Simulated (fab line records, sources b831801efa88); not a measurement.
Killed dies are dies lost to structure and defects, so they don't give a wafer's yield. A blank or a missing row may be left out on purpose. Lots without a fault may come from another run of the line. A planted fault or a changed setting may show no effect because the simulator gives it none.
A struck lot beside a sound one | flow gf180mcu | 16 steps out of a route of 602
Sound: wafers L309.2, L309.3, L309.5. Struck: wafer L308.1. (L308.2, L308.5 of the same lot were not struck and are left out.) The cause comes at the end.
At each step with rows: each side's tool, then ch and its chambers, then its first start. Under that, the readings that differ: sound wafers | struck wafers | difference of the means | sigmas: that difference in standard deviations of wafers without a fault.
alike: readings whose means differ by less than 2 such deviations, and words and numbers that are the same on both sides. not compared: withheld readings, readings that some wafer has no value for, bounds like >300 that may hide the same value, and numbers for which the record gives no deviation and whose values overlap.
The two part at a step that has a row with sigmas, a row that says differs or no value, or rows on one side only. Numbers that don't overlap but have no deviation are shown without sigmas and don't part them. A reading that every wafer of one side lacks parts them only if that side has two wafers or more.

first, 9 steps without rows for these wafers: GF_MIM_STRIP_21 (strips in post etch residue remover, time 1200 s); GF_MIM_CLEAN_22 (cleans in DIW); GF_M5_DEHYDRATE_00 (time 60 s); GF_M5_HMDS_01 (prime time 60 s); GF_M5_COAT_02 (resist thk 1000 nm); GF_M5_SOFTBAKE_03 (time 60 s); GF_M5_EXPOSE_04 (exposes mask Metal5, target cd 280 nm); GF_M5_PEB_05 (peb time 90 s); GF_M5_DEVELOP_06 (develop time 60 s).
GF_M5_CD_MEAS_07: target cd 280 nm.
  sound on cd_sem-01, day 31 21:10; struck on cd_sem-01, day 31 15:29
  alike: cd_nm
GF_M5_OVL_MEAS_08:
  sound on overlay-02, day 31 21:17; struck on overlay-01, day 31 15:37
  alike: M5_OVL
GF_M5_ETCH_09: etches Si3N4 in CF4/O2, target depth 52 nm, time 11.6 s.
  sound on rie_diel-02 ch 0,1,2, day 31 21:19; struck on rie_diel-04 ch 3, day 31 15:39
  alike: drypump_motor_current_A, oes_product_au, throttle_valve_pct
  not compared: rf_hours_counter_h
GF_M5_METAL_ETCH_10: etches the open film in Cl2/BCl3, stops on SiO2, target depth 750.8 nm, time 125.1 s.
  sound on rie_metal-01 ch 1, day 31 21:23; struck on rie_metal-02 ch 1, day 31 15:40
  reading                             | sound                | struck | difference                   | sigmas
  oes_product_au (a.u.)               | 0.985 0.991 0.995    | 0.906  | -0.084                       | -11
  rf_hours_counter_h (h)              | - - -                | 2      | no value on the sound wafers |
  throttle_valve_pct (%)              | 28.233 28.223 28.234 | 28.316 | +0.086                       | +8
  model.KrF_of_M5_COAT_02.thk_nm (nm) | 643.8 650.5 645.5    | 699.3  | +52.7                        |
  alike: drypump_motor_current_A
GF_M5_STRIP_11: strips in O2/N2.
  sound on plasma_asher-02 ch 0,1, day 31 21:35; struck on plasma_asher-04 ch 0, day 31 15:48
  reading                      | sound             | struck | difference | sigmas
  oes_product_au (a.u.)        | 0.519 0.528 0.526 | 0.544  | +0.020     | +4
  strip_time_to_endpoint_s (s) | 6.98 7.05 7.00    | 7.51   | +0.50      | +8
  alike: drypump_motor_current_A, heater_power_w, n2_flow_sccm
  not compared: rf_hours_counter_h
then, 2 steps without rows for these wafers: GF_M5_STRIP_12 (strips in post etch residue remover, time 1200 s); GF_PASSIVATION_PROBE_99.

WHERE THEY PART
First at GF_M5_METAL_ETCH_10; last, within this record, at GF_M5_STRIP_11.

WHY: what the simulator had put in
Process parameter drift: rie_metal-02, from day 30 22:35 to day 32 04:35, at GF_M5_METAL_ETCH_10. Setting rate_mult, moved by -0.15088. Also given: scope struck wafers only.
